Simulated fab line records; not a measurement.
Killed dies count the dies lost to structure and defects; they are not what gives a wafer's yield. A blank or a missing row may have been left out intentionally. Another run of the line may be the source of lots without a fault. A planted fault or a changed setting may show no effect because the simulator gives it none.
fab line records	flow sky130
record: lots: 11	wafers: 33	last_day: 50
route steps=708 shown VT_ADJUST_HVTR@141 VIA4@659 METAL5@676 PAD_OPEN@702
lots that met no fault: taken from a fault-free run of the same line
start_h: the number of hours between the record's first day and the start of the first shown wafer of the lot	wait_h: hours from the lot's prior step to this one	" repeats the value in the row above	L1.1+2: a single row standing in for several wafers	- value missing, or start not given	* or withheld: withheld	< > ~ a bound
route shown NAME@n: a module of which the file shows steps, and the number in the route of the first	usual: the fault-free wafers' mean and standard deviation	same: alike in all rows	chamber/n: place in a boat	sites: the reading at each site	_std_site: standard deviation of those values	_edge_site: mean of outer sites minus mean of inner sites	radius_mm: for every site, how far away it sits from the centre of the wafer	mask NAME#n: copy n	behind: the most recent tool/chamber to have shaped the wafer	hold: reason for holding the lot/hours on hold/outcome of the hold	device: the n, p or np transistor that did not switch	end of line: tests run on the same wafers once the route is complete	for a step that has no rows: nothing shown but its recipe	killed: not the wafer's yield, but the dies lost to structure and defects at the first sort	map: dies across one wafer; x = killed, . = not, _ = none there
set.NAME: the setting the step ran with; set.NAME@STEP: the setting that earlier step ran with	model.NAME: the simulator's own value behind a step, which no gauge read
one table for each step of the route and one row for each wafer, over a sample of lots
services: the hour from which a tool's chamber was out of use, counted from the record's first day as start_h (under 0 if before that day), plus the number of hours and why
== steps ==
step: SKY_VT_ADJUST_HVTR_STRIP_10
recipe: chemistry: O2/N2	power_w: 1400	pressure_mtorr: 1500	platen_temp_c: withheld	o2_flow_sccm: 3000	n2_flow_sccm: 300	overash_fraction: 0.5
usual: chamber_pressure_mTorr: 1500.1/1.3	drypump_motor_current_A: 5.4/0.31	oes_product_au: 0.716/0.0045	strip_time_to_endpoint_s: 14.17/0.038
lot.wafer	tool	chamber	start_h	wait_h	chamber_pressure_mTorr	drypump_motor_current_A	oes_product_au	rf_hours_counter_h	strip_time_to_endpoint_s
L849.1	plasma_asher-02	1	205.22	0.1	1500.9	5.9	0.708	52	14.14
L849.2	"	0	"	"	1500.7	5.2	0.711	52	14.11
L849.6	"	1	"	"	1500.8	5.9	0.715	-	14.14
L851.1	plasma_asher-02	0	219.24	0.1	1501.5	5.1	0.716	53	14.20
L851.3	"	0	"	"	1499.3	5.1	0.708	-	14.20
L851.4	"	1	"	"	1500.5	5.9	0.713	-	14.22
L853.4	plasma_asher-01	0	238.02	0.1	1498.1	5.5	0.718	-	14.13
L853.5	"	0	"	"	1498.5	5.5	0.715	-	14.11
L853.6	"	1	"	"	1501.0	5.2	0.717	-	14.12
L855.2	plasma_asher-04	0	252.39	0.1	1500.1	5.1	0.718	44	14.14
L855.5	"	0	"	"	1499.9	5.1	0.709	-	14.17
L855.6	"	1	"	"	1500.7	5.6	0.707	-	14.11
L856.2	plasma_asher-02	1	257.07	0.1	1501.5	5.9	0.716	57	14.16
L856.3	"	1	"	"	1502.2	5.9	0.716	-	14.15
L856.4	"	0	"	"	1499.3	5.1	0.714	-	14.18
L858.1	plasma_asher-04	0	276.08	0.1	1499.6	5.1	0.716	47	14.18
L858.2	"	1	"	"	1499.0	5.6	0.717	47	14.19
L858.5	"	0	"	"	1501.6	5.1	0.705	-	14.20
L865.2	plasma_asher-04	0	325.77	0.1	1501.4	5.1	0.718	52	14.21
L865.4	"	0	"	"	1498.9	5.1	0.711	-	14.20
L865.6	"	0	"	"	1499.6	5.1	0.713	-	14.19
L866.1	plasma_asher-04	1	330.72	0.1	1499.3	5.6	0.711	52	14.14
L866.4	"	1	"	"	1502.3	5.7	0.715	-	14.21
L866.5	"	1	"	"	1500.4	5.6	0.713	-	14.18
L868.4	plasma_asher-02	0	349.56	0.1	1502.2	5.2	0.727	-	14.15
L868.5	"	0	"	"	1499.8	5.2	0.721	-	14.12
L868.6	"	1	"	"	1499.8	5.9	0.708	-	14.21
L869.3	plasma_asher-02	1	355.22	0.1	1500.0	5.9	0.713	-	14.15
L869.4	"	0	"	"	1501.1	5.2	0.716	-	14.18
L869.6	"	1	"	"	1500.0	5.9	0.713	-	14.14
L872.1	plasma_asher-01	1	373.88	0.1	1501.3	5.2	0.718	65	14.19
L872.2	"	0	"	"	1500.0	5.5	0.708	65	14.17
L872.6	"	0	"	"	1500.6	5.5	0.716	-	14.12
step: SKY_VIA4_THK_MEAS_20
recipe: thk_meas_gauge: xrf	reads: W_of_VIA4_CVD_18
usual: VIA4_W_THK: 498/6.8
lot.wafer	tool	chamber	start_h	wait_h	VIA4_W_THK[nm]
L849.1	film_metro-02	-	1008.62	0.1	490
L849.2	"	-	"	"	490
L849.6	"	-	"	"	485
L851.1	film_metro-04	-	1025.46	0.1	495
L851.3	"	-	"	"	490
L851.4	"	-	"	"	498
L853.4	film_metro-04	-	1042.44	0.1	500
L853.5	"	-	"	"	504
L853.6	"	-	"	"	496
L856.2	film_metro-02	-	1053.02	0.1	505
L856.3	"	-	"	"	507
L856.4	"	-	"	"	502
L855.2	film_metro-04	-	1053.68	0.1	485
L855.5	"	-	"	"	494
L855.6	"	-	"	"	485
L858.1	film_metro-01	-	1079.60	0.1	503
L858.2	"	-	"	"	509
L858.5	"	-	"	"	510
L865.2	film_metro-04	-	1116.03	0.1	487
L865.4	"	-	"	"	492
L865.6	"	-	"	"	493
L866.1	film_metro-02	-	1117.75	0.1	515
L866.4	"	-	"	"	504
L866.5	"	-	"	"	505
L868.4	film_metro-02	-	1132.33	0.1	501
L868.5	"	-	"	"	506
L868.6	"	-	"	"	501
L869.3	film_metro-02	-	1136.74	0.1	497
L869.4	"	-	"	"	499
L869.6	"	-	"	"	495
L872.1	film_metro-01	-	1147.73	0.1	500
L872.2	"	-	"	"	496
L872.6	"	-	"	"	497
step: SKY_METAL5_METAL_ETCH_15
recipe: target_depth_a: 12600	stop_on: SiO2	over_etch_frac: 0.206	time_s: 252	chemistry: Cl2/BCl3	resist_sidewall_deg: 86	pressure_mtorr: 10	icp_w: 900	bias_w: 48.5	Cl2_flow_sccm: 60	bcl3_flow_sccm: 30
usual: bias_w: 48.49/0.15	chamber_pressure_mTorr: 10.000/0.0095	drypump_motor_current_A: 5.33/0.22	oes_product_au: 0.891/0.0044	throttle_valve_pct: 22.265/0.0087
same: over_etch_frac: 0.206
lot.wafer	tool	chamber	start_h	wait_h	bias_w	chamber_pressure_mTorr	drypump_motor_current_A	oes_product_au	rf_hours_counter_h	throttle_valve_pct
L849.1	rie_metal-04	0	1031.90	0.0	48.17	10.002	5.40	0.890	18	22.267
L849.2	"	1	"	"	48.77	10.000	5.66	0.890	20	22.254
L849.6	"	1	"	"	48.60	9.991	5.64	0.886	-	22.266
L851.1	rie_metal-01	0	1048.75	0.0	48.51	9.992	5.18	0.890	5	22.260
L851.3	"	0	"	"	48.44	10.014	5.19	0.887	-	22.260
L851.4	"	1	"	"	48.59	10.003	5.09	0.889	-	22.266
L853.4	rie_metal-01	0	1065.33	0.1	48.64	10.009	5.21	0.891	-	22.269
L853.5	"	0	"	"	48.41	9.991	5.21	0.897	-	22.259
L853.6	"	1	"	"	48.52	9.991	5.08	0.886	-	22.280
L856.2	rie_metal-03	1	1075.70	0.0	48.41	10.002	5.67	0.889	18	22.240
L856.3	"	0	"	"	48.46	10.011	5.19	0.901	-	22.256
L856.4	"	1	"	"	48.76	9.978	5.67	0.896	-	22.265
L855.2	rie_metal-04	0	1075.91	0.0	48.28	9.994	5.40	0.892	21	22.274
L855.5	"	1	"	"	48.49	10.005	5.65	0.889	-	22.263
L855.6	"	0	"	"	48.42	10.006	5.40	0.888	-	22.264
L858.1	rie_metal-03	1	1099.91	0.0	48.56	9.991	5.69	0.892	20	22.266
L858.2	"	0	"	"	48.67	10.019	5.23	0.895	19	22.270
L858.5	"	1	"	"	48.55	9.988	5.69	0.885	-	22.264
L865.2	rie_metal-03	1	1136.10	0.0	48.41	10.003	5.68	0.892	23	22.245
L865.4	"	1	"	"	48.45	9.993	5.69	0.887	-	22.269
L865.6	"	1	"	"	48.13	9.992	5.67	0.891	-	22.272
L866.1	rie_metal-01	0	1137.35	0.0	48.33	10.008	5.21	0.891	11	22.255
L866.4	"	1	"	"	48.49	9.997	5.10	0.892	-	22.260
L866.5	"	1	"	"	48.40	9.994	5.09	0.904	-	22.272
L868.4	rie_metal-01	1	1151.90	0.1	48.65	10.001	5.10	0.891	-	22.261
L868.5	"	1	"	"	48.55	9.995	5.09	0.884	-	22.260
L868.6	"	0	"	"	48.53	9.992	5.22	0.892	-	22.263
L869.3	rie_metal-03	1	1156.65	0.1	48.46	9.991	5.69	0.891	-	22.261
L869.4	"	0	"	"	48.58	10.007	5.21	0.885	-	22.270
L869.6	"	0	"	"	48.72	10.010	5.24	0.892	-	22.264
L872.1	rie_metal-01	0	1166.42	0.0	48.54	10.008	5.20	0.889	13	22.260
L872.2	"	1	"	"	48.75	9.984	5.09	0.891	25	22.274
L872.6	"	1	"	"	48.51	9.991	5.07	0.891	-	22.261
step: SKY_PAD_OPEN_STRIP_08
recipe: chemistry: O2/N2	power_w: 1400	pressure_mtorr: 1500	platen_temp_c: withheld	overash_fraction: 0.7	o2_flow_sccm: 3000	n2_flow_sccm: 300
usual: chamber_pressure_mTorr: 1500.0/1.3	drypump_motor_current_A: 5.5/0.31	oes_product_au: 0.663/0.0046	strip_time_to_endpoint_s: 37.04/0.1
lot.wafer	tool	chamber	start_h	wait_h	chamber_pressure_mTorr	drypump_motor_current_A	oes_product_au	rf_hours_counter_h	strip_time_to_endpoint_s
L849.1	plasma_asher-01	1	1077.89	0.1	1499.8	5.2	0.660	63	36.89
L849.2	"	0	"	"	1502.3	5.6	0.665	63	37.00
L849.6	"	1	"	"	1500.2	5.2	0.660	-	36.91
L851.1	plasma_asher-03	1	1092.03	0.1	1499.4	6.1	0.668	97	37.00
L851.3	"	1	"	"	1498.6	6.1	0.670	-	37.00
L851.4	"	0	"	"	1501.2	5.7	0.661	-	37.04
L853.4	plasma_asher-01	1	1109.86	0.1	1499.0	5.2	0.656	-	37.15
L853.5	"	0	"	"	1501.0	5.6	0.654	-	37.00
L853.6	"	1	"	"	1500.3	5.2	0.662	-	37.08
L856.2	plasma_asher-03	0	1118.19	0.1	1502.6	5.7	0.658	100	36.90
L856.3	"	0	"	"	1498.9	5.7	0.654	-	36.91
L856.4	"	1	"	"	1499.8	6.1	0.660	-	36.94
L855.2	plasma_asher-04	0	1119.08	0.1	1500.5	5.1	0.654	5	37.01
L855.5	"	0	"	"	1500.1	5.1	0.655	-	37.15
L855.6	"	1	"	"	1500.7	5.6	0.669	-	37.01
L858.1	plasma_asher-01	1	1140.60	0.1	1501.4	5.2	0.664	68	37.26
L858.2	"	0	"	"	1499.3	5.6	0.670	68	37.24
L858.5	"	0	"	"	1500.4	5.5	0.665	-	37.34
L865.2	plasma_asher-04	0	1174.04	0.1	1500.3	5.1	0.663	10	36.96
L865.4	"	0	"	"	1503.0	5.1	0.657	-	36.91
L865.6	"	1	"	"	1500.7	5.7	0.654	-	37.01
L866.1	plasma_asher-03	0	1175.09	0.1	1501.2	5.7	0.672	105	37.20
L866.4	"	0	"	"	1498.3	5.7	0.666	-	37.07
L866.5	"	1	"	"	1500.4	6.0	0.661	-	37.03
L868.4	plasma_asher-04	1	1187.52	0.1	1497.3	5.6	0.671	-	36.89
L868.5	"	1	"	"	1502.0	5.6	0.665	-	36.91
L868.6	"	0	"	"	1501.1	5.1	0.666	-	36.99
L869.3	plasma_asher-01	1	1192.43	0.1	1500.2	5.2	0.656	-	37.08
L869.4	"	0	"	"	1499.0	5.5	0.657	-	37.20
L869.6	"	0	"	"	1498.3	5.6	0.669	-	37.08
L872.1	plasma_asher-01	1	1200.50	0.1	1499.5	5.2	0.659	74	37.23
L872.2	"	0	"	"	1499.9	5.6	0.665	74	37.22
L872.6	"	0	"	"	1501.0	5.6	0.670	-	37.08
step: SKY_PAD_OPEN_PROBE_99
usual: killed_at_M0_to_M3: 44/7.3	killed_at_M4_up: 3.3/1.8	killed_at_contacts: 24/5.3	killed_at_front_end: 16/5	killed_at_other: 0.2/0.51	killed_dies: 87/10	killed_open: 47/7.5	killed_short: 40/6.3
same: gross_dies: 492	killed_at_back_side: 0
lot.wafer	tool	chamber	start_h	wait_h	hold	killed_at_M0_to_M3	killed_at_M4_up	killed_at_contacts	killed_at_front_end	killed_at_other	killed_dies	killed_open	killed_short
L849.1	prober-02	-	1080.17	0.1	-	40	3	22	21	0	86	51	35
L849.2	prober-02	-	1080.22	0.1	-	41	3	22	20	0	86	46	40
L849.6	prober-02	-	1080.42	0.2	-	40	6	24	15	0	85	52	33
L851.1	prober-02	-	1094.25	0.1	-	50	2	25	12	0	89	51	38
L851.3	prober-02	-	1094.35	0.2	-	42	1	36	12	0	91	47	44
L851.4	prober-02	-	1094.40	0.2	-	59	2	21	17	0	99	62	37
L853.4	prober-02	-	1112.30	0.2	-	36	7	15	17	0	75	48	27
L853.5	prober-02	-	1112.35	0.2	-	53	4	23	15	1	96	52	44
L853.6	prober-02	-	1112.40	0.2	-	33	4	20	17	0	74	41	33
L856.2	prober-02	-	1120.45	0.1	-	41	1	30	23	1	96	57	39
L856.3	prober-02	-	1120.50	0.2	-	43	7	25	19	0	94	54	40
L856.4	prober-02	-	1120.55	0.2	-	53	2	18	18	0	91	58	33
L855.2	prober-01	-	1121.34	0.1	-	41	4	28	11	1	85	47	38
L855.5	prober-01	-	1121.49	0.2	-	39	3	21	17	0	80	43	37
L855.6	prober-01	-	1121.54	0.2	-	33	3	22	18	0	76	44	32
L858.1	prober-01	-	1142.81	0.1	-	46	5	22	18	0	91	44	47
L858.2	prober-01	-	1142.86	0.1	-	56	4	23	16	0	99	52	47
L858.5	prober-01	-	1143.01	0.2	-	34	2	22	14	0	72	37	35
L865.2	prober-02	-	1176.30	0.1	await_dispo/4.9h/release	37	3	22	63	0	125	34	40
L865.4	prober-02	-	1176.40	0.2	await_dispo/4.9h/release	30	5	20	60	0	115	38	29
L865.6	prober-02	-	1176.50	0.2	await_dispo/4.9h/release	49	4	35	54	0	142	54	47
L866.1	prober-01	-	1177.75	0.1	await_dispo/2.3h/release	43	4	14	50	0	111	36	37
L866.4	prober-01	-	1177.90	0.2	await_dispo/2.3h/release	56	3	24	47	0	130	51	40
L866.5	prober-01	-	1177.95	0.2	await_dispo/2.3h/release	41	4	23	59	0	127	50	38
L868.4	prober-01	-	1189.93	0.2	-	37	0	24	12	1	74	44	30
L868.5	prober-01	-	1189.98	0.2	-	39	2	26	16	1	84	44	40
L868.6	prober-01	-	1190.03	0.2	-	52	4	30	18	0	104	59	45
L869.3	prober-02	-	1194.71	0.2	-	39	1	24	9	1	74	51	23
L869.4	prober-02	-	1194.76	0.2	-	43	3	23	29	0	98	50	48
L869.6	prober-02	-	1194.86	0.2	-	48	1	17	15	0	81	48	33
L872.1	prober-01	-	1202.75	0.1	-	50	6	18	7	0	81	51	30
L872.2	prober-01	-	1202.80	0.1	-	43	3	25	8	0	79	41	38
L872.6	prober-01	-	1203.00	0.2	-	42	3	30	12	0	87	44	43
killed by level:class
L849.1 VIA1:geometric_particle:open=10 VIA3:geometric_particle:open=8 FIELD_ISO:geometric_particle:short=7 LI_CONTACT:geometric_particle:open=7 CONTACT:geometric_particle:open=7 FIELD_ISO:geometric_particle:open=6 METAL1:geometric_particle:short=5 POLY_GATE:geometric_particle:open=4
L849.2 LI_CONTACT:geometric_particle:open=9 VIA2:geometric_particle:open=8 FIELD_ISO:geometric_particle:short=7 VIA1:geometric_particle:open=7 VIA3:geometric_particle:open=7 FIELD_ISO:geometric_particle:open=6 CONTACT:geometric_particle:short=5 CONTACT:geometric_particle:open=5
L849.6 CONTACT:geometric_particle:open=11 VIA2:geometric_particle:open=10 LI_CONTACT:geometric_particle:open=7 VIA1:geometric_particle:open=7 FIELD_ISO:geometric_particle:short=5 FIELD_ISO:geometric_particle:open=5 METAL1:geometric_particle:short=5 VIA3:geometric_particle:open=5
L851.1 VIA1:geometric_particle:open=11 CONTACT:geometric_particle:open=7 VIA3:geometric_particle:open=7 VIA2:geometric_particle:open=7 LI_CONTACT:geometric_particle:open=6 METAL1:geometric_particle:short=6 LI_CONTACT:geometric_particle:short=5 POLY_GATE:geometric_particle:open=5
L851.3 CONTACT:geometric_particle:open=16 VIA1:geometric_particle:open=11 LI_CONTACT:geometric_particle:open=6 LOCAL_INTERCONNECT:geometric_particle:short=5 CONTACT:geometric_particle:short=5 METAL3:geometric_particle:short=5 VIA3:geometric_particle:open=5 METAL1:geometric_particle:short=4
L851.4 CONTACT:geometric_particle:open=13 VIA3:geometric_particle:open=12 VIA1:geometric_particle:open=10 METAL1:geometric_particle:short=9 VIA2:geometric_particle:open=6 FIELD_ISO:geometric_particle:short=5 FIELD_ISO:geometric_particle:open=5 LI_CONTACT:geometric_particle:open=5
L853.4 FIELD_ISO:geometric_particle:open=7 CONTACT:geometric_particle:open=7 VIA1:geometric_particle:open=7 VIA2:geometric_particle:open=7 VIA3:geometric_particle:open=7 METAL1:geometric_particle:short=5 METAL4:geometric_particle:short=4 METAL4:geometric_particle:open=3
L853.5 VIA1:geometric_particle:open=15 METAL2:geometric_particle:short=9 LI_CONTACT:geometric_particle:open=6 VIA1:geometric_particle:short=6 METAL1:geometric_particle:short=5 FIELD_ISO:geometric_particle:open=4 LI_CONTACT:geometric_particle:short=4 LOCAL_INTERCONNECT:geometric_particle:short=4
L853.6 VIA1:geometric_particle:open=10 CONTACT:geometric_particle:open=8 METAL1:geometric_particle:short=5 VIA2:geometric_particle:open=5 FIELD_ISO:geometric_particle:open=4 POLY_GATE:geometric_particle:short=4 VIA1:geometric_particle:short=4 METAL4:geometric_particle:short=4
L856.2 CONTACT:geometric_particle:open=13 VIA3:geometric_particle:open=12 VIA1:geometric_particle:open=10 FIELD_ISO:geometric_particle:open=7 VIA1:geometric_particle:short=7 CONTACT:geometric_particle:short=5 FIELD_ISO:geometric_particle:short=4 POLY_GATE:geometric_particle:open=4
L856.3 VIA1:geometric_particle:open=15 LI_CONTACT:geometric_particle:open=8 CONTACT:geometric_particle:open=7 CONTACT:geometric_particle:short=7 FIELD_ISO:geometric_particle:short=5 METAL2:geometric_particle:short=5 VIA3:geometric_particle:open=5 POLY_GATE:geometric_particle:short=4
L856.4 VIA1:geometric_particle:open=15 FIELD_ISO:geometric_particle:open=10 CONTACT:geometric_particle:open=10 VIA3:geometric_particle:open=9 VIA2:geometric_particle:short=6 METAL1:geometric_particle:short=5 METAL2:geometric_particle:short=5 VIA2:geometric_particle:open=5
L855.2 CONTACT:geometric_particle:open=10 VIA2:geometric_particle:open=9 LOCAL_INTERCONNECT:geometric_particle:short=7 VIA3:geometric_particle:open=7 FIELD_ISO:geometric_particle:short=5 VIA1:geometric_particle:open=5 METAL1:geometric_particle:short=4 LI_CONTACT:geometric_particle:short=4
L855.5 VIA1:geometric_particle:open=9 CONTACT:geometric_particle:open=7 VIA3:geometric_particle:open=7 FIELD_ISO:geometric_particle:short=5 VIA2:geometric_particle:open=5 FIELD_ISO:geometric_particle:open=4 LI_CONTACT:geometric_particle:open=4 LOCAL_INTERCONNECT:geometric_particle:short=4
L855.6 CONTACT:geometric_particle:open=9 VIA1:geometric_particle:open=6 FIELD_ISO:geometric_particle:open=5 VIA3:geometric_particle:open=5 LI_CONTACT:geometric_particle:open=4 LOCAL_INTERCONNECT:geometric_particle:short=4 CONTACT:geometric_particle:short=4 METAL2:geometric_particle:short=4
L858.1 METAL2:geometric_particle:short=12 VIA1:geometric_particle:open=7 FIELD_ISO:geometric_particle:open=6 LI_CONTACT:geometric_particle:open=6 METAL1:geometric_particle:short=6 CONTACT:geometric_particle:short=6 CONTACT:geometric_particle:open=6 VIA1:geometric_particle:short=6
L858.2 CONTACT:geometric_particle:open=10 VIA1:geometric_particle:open=9 VIA2:geometric_particle:open=9 METAL2:geometric_particle:short=8 METAL1:geometric_particle:short=7 FIELD_ISO:geometric_particle:open=6 FIELD_ISO:geometric_particle:short=6 VIA1:geometric_particle:short=6
L858.5 CONTACT:geometric_particle:open=10 VIA1:geometric_particle:open=7 VIA2:geometric_particle:open=6 CONTACT:geometric_particle:short=5 METAL2:geometric_particle:short=5 SPACER:geometric_particle:short=4 POLY_GATE:geometric_particle:short=3 LI_CONTACT:geometric_particle:short=3
L865.2 VT_ADJUST_HVTR:unspecified=51 VIA3:geometric_particle:short=8 POLY_GATE:geometric_particle:short=7 CONTACT:geometric_particle:open=6 LI_CONTACT:geometric_particle:open=5 METAL2:geometric_particle:short=5 VIA3:geometric_particle:open=5 LOCAL_INTERCONNECT:geometric_particle:short=4
L865.4 VT_ADJUST_HVTR:unspecified=48 CONTACT:geometric_particle:open=9 VIA1:geometric_particle:open=7 VIA3:geometric_particle:open=5 POLY_GATE:geometric_particle:short=4 LI_CONTACT:geometric_particle:open=4 LOCAL_INTERCONNECT:geometric_particle:short=4 METAL1:geometric_particle:short=4
L865.6 VT_ADJUST_HVTR:unspecified=41 LI_CONTACT:geometric_particle:open=11 VIA1:geometric_particle:open=11 CONTACT:geometric_particle:open=10 METAL2:geometric_particle:short=8 CONTACT:geometric_particle:short=7 METAL1:geometric_particle:short=6 METAL3:geometric_particle:short=6
L866.1 VT_ADJUST_HVTR:unspecified=38 VIA1:geometric_particle:open=11 METAL1:geometric_particle:short=8 CONTACT:geometric_particle:open=7 METAL2:geometric_particle:short=7 LI_CONTACT:geometric_particle:open=4 METAL4:geometric_particle:short=4 FIELD_ISO:geometric_particle:short=3
L866.4 VT_ADJUST_HVTR:unspecified=39 VIA3:geometric_particle:open=12 VIA1:geometric_particle:open=11 METAL1:geometric_particle:short=10 CONTACT:geometric_particle:open=8 LI_CONTACT:geometric_particle:open=7 VIA2:geometric_particle:open=6 METAL2:geometric_particle:short=5
L866.5 VT_ADJUST_HVTR:unspecified=39 VIA1:geometric_particle:open=14 CONTACT:geometric_particle:open=12 METAL1:geometric_particle:short=8 POLY_GATE:geometric_particle:short=7 POLY_GATE:geometric_particle:open=4 VIA2:geometric_particle:open=4 VIA3:geometric_particle:open=4
L868.4 VIA1:geometric_particle:open=11 CONTACT:geometric_particle:open=10 LI_CONTACT:geometric_particle:open=8 VIA3:geometric_particle:open=6 VIA1:geometric_particle:short=5 POLY_GATE:geometric_particle:short=4 SPACER:geometric_particle:short=4 CONTACT:geometric_particle:short=4
L868.5 VIA1:geometric_particle:open=8 LI_CONTACT:geometric_particle:open=7 CONTACT:geometric_particle:open=7 METAL1:geometric_particle:short=6 METAL2:geometric_particle:short=6 VIA2:geometric_particle:open=6 POLY_GATE:geometric_particle:open=5 VIA3:geometric_particle:open=5
L868.6 VIA1:geometric_particle:open=17 LI_CONTACT:geometric_particle:open=9 VIA3:geometric_particle:open=8 CONTACT:geometric_particle:open=8 CONTACT:geometric_particle:short=7 METAL1:geometric_particle:short=7 POLY_GATE:geometric_particle:open=6 METAL2:geometric_particle:short=5
L869.3 CONTACT:geometric_particle:open=12 VIA2:geometric_particle:open=11 VIA3:geometric_particle:open=9 VIA1:geometric_particle:open=7 LI_CONTACT:geometric_particle:open=6 FIELD_ISO:geometric_particle:short=4 METAL1:geometric_particle:short=4 LOCAL_INTERCONNECT:geometric_particle:short=3
L869.4 VIA1:geometric_particle:open=12 FIELD_ISO:geometric_particle:open=9 FIELD_ISO:geometric_particle:short=7 CONTACT:geometric_particle:open=7 CONTACT:geometric_particle:short=5 METAL1:geometric_particle:short=5 VIA3:geometric_particle:open=5 LOCAL_INTERCONNECT:geometric_particle:short=4
L869.6 VIA1:geometric_particle:open=15 LI_CONTACT:geometric_particle:open=7 VIA1:geometric_particle:short=6 METAL2:geometric_particle:short=5 FIELD_ISO:geometric_particle:short=4 FIELD_ISO:geometric_particle:open=4 CONTACT:geometric_particle:short=4 CONTACT:geometric_particle:open=4
L872.1 VIA3:geometric_particle:open=14 VIA1:geometric_particle:open=10 CONTACT:geometric_particle:open=9 METAL1:geometric_particle:short=7 LI_CONTACT:geometric_particle:open=5 VIA2:geometric_particle:open=5 METAL4:geometric_particle:short=4 VIA3:geometric_particle:short=4
L872.2 VIA1:geometric_particle:open=11 METAL1:geometric_particle:short=8 VIA2:geometric_particle:open=8 LOCAL_INTERCONNECT:geometric_particle:short=8 LI_CONTACT:geometric_particle:open=7 CONTACT:geometric_particle:open=6 VIA3:geometric_particle:open=5 POLY_GATE:geometric_particle:short=4
L872.6 VIA1:geometric_particle:open=9 LI_CONTACT:geometric_particle:open=8 METAL1:geometric_particle:short=8 CONTACT:geometric_particle:open=6 METAL2:geometric_particle:short=6 LOCAL_INTERCONNECT:geometric_particle:short=5 VIA2:geometric_particle:open=5 LI_CONTACT:geometric_particle:short=4
== services ==
tool	chamber	start_h	hours	kind
plasma_asher-02	-	197.02	3.7	repair
plasma_asher-04	-	210.57	2.8	pm
plasma_asher-02	-	219.82	1.9	repair
plasma_asher-01	-	252.02	6.7	repair
rie_metal-01	-	256.69	2.8	pm
plasma_asher-01	-	262.16	1.1	repair
rie_metal-01	-	352.58	2.1	repair
plasma_asher-04	-	370.96	1.8	repair
plasma_asher-01	-	421.25	9.0	pm
rie_metal-01	-	503.10	14.6	pm
plasma_asher-01	-	559.42	6.5	repair
rie_metal-01	0	612.62	10.8	repair
plasma_asher-01	-	650.34	3.3	repair
plasma_asher-04	-	660.70	3.5	repair
plasma_asher-04	-	704.86	4.5	repair
plasma_asher-04	-	820.85	1.5	repair
plasma_asher-01	-	833.13	7.7	pm
plasma_asher-01	-	853.40	6.8	repair
plasma_asher-01	-	880.03	0.5	repair
plasma_asher-01	-	934.33	1.2	repair
plasma_asher-01	-	935.68	1.6	repair
plasma_asher-01	-	993.15	2.8	pm
plasma_asher-04	-	1055.25	9.0	pm
plasma_asher-01	-	1130.71	4.0	pm
== key ==
first_sign: step: SKY_PAD_OPEN_PROBE_99	reading: killed_at_front_end	direction: up	sigmas: 8	usual: 16	struck: 56
effect: step: SKY_PAD_OPEN_PROBE_99	reading: killed_dies	direction: up	sigmas: 3.7	usual: 87	struck: 125
met_at SKY_VT_ADJUST_HVTR_STRIP_10
struck_lots L865,L866
tester_left_out L865,L866
not_acting_at SKY_VIA4_THK_MEAS_20,SKY_METAL5_METAL_ETCH_15,SKY_PAD_OPEN_STRIP_08
onset_between 276.08 325.77
fault: kind: chamber_particle_source	tool: plasma_asher-04	chamber: -	onset_h: 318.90	steps: SKY_VT_ADJUST_HVTR_STRIP_10	rate_per_visit_cm2: 0.62926	end_h: 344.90
tester_left_out: of these lots the tester's yield and bins aren't shown, on N5 and GAA mostly nor the transistor test; their killed dies are dies lost to structure and defects alone, not to doping, threshold or leakage, so they don't give the yield
